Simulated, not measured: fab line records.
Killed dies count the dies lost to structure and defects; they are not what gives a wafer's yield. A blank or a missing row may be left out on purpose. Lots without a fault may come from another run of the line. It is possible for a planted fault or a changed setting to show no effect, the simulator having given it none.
Chamber matching ; flow sky130 ; rieDiel-01 running SKY_LI_CONTACT_ETCH_14: 4 sister chambers
The step etches BARC in N2/H2, stops on SiO2, time 45.9 s, target depth 60 nm. 4 wafers are shown with their chamber, then 10 later ones without.

== WAFERS WITH THEIR CHAMBER ==
wafer;chamber;drypumpMotorCurrentA (A)
L079.1;1;5.52
L079.5;2;5.63
L085.1;0;5.92
L085.3;3;5.98

== WAFERS MISSING THEIR CHAMBER ==
wafer;drypumpMotorCurrentA (A)
L085.6;5.92
L092.1;5.49
L092.2;5.93
L092.3;5.61
L092.4;5.62
L092.5;5.91
L092.6;5.51
L095.1;5.64
L095.2;5.52
L095.3;5.96

== WHICH CHAMBER EACH ONE RAN IN ==
wafer;from the rows above;in truth
L085.6;0;0
L092.1;1;1
L092.2;0;0
L092.3;2;2
L092.4;2;2
L092.5;0;0
L092.6;1;1
L095.1;2;2
L095.2;1;1
L095.3;can't be placed: 3 or 0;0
Correct placement for 9 of the 10. These rows do not allow placing 1 (true chamber among the candidates in 1). 0 placed wrongly.
How it was worked out, from the rows above alone: a wafer's distance from a chamber is the root of the sum, over the readings, of the square of ((its reading less the chamber's mean) divided by the reading's scatter). The wafer belongs to the nearest chamber; if the next one is less than 2 further off, it can't be placed. For every chamber, the mean is computed from those of its wafers that are shown. The scatter: root of mean squared gap, hidden wafer to nearest shown wafer, with one shown wafer a chamber.
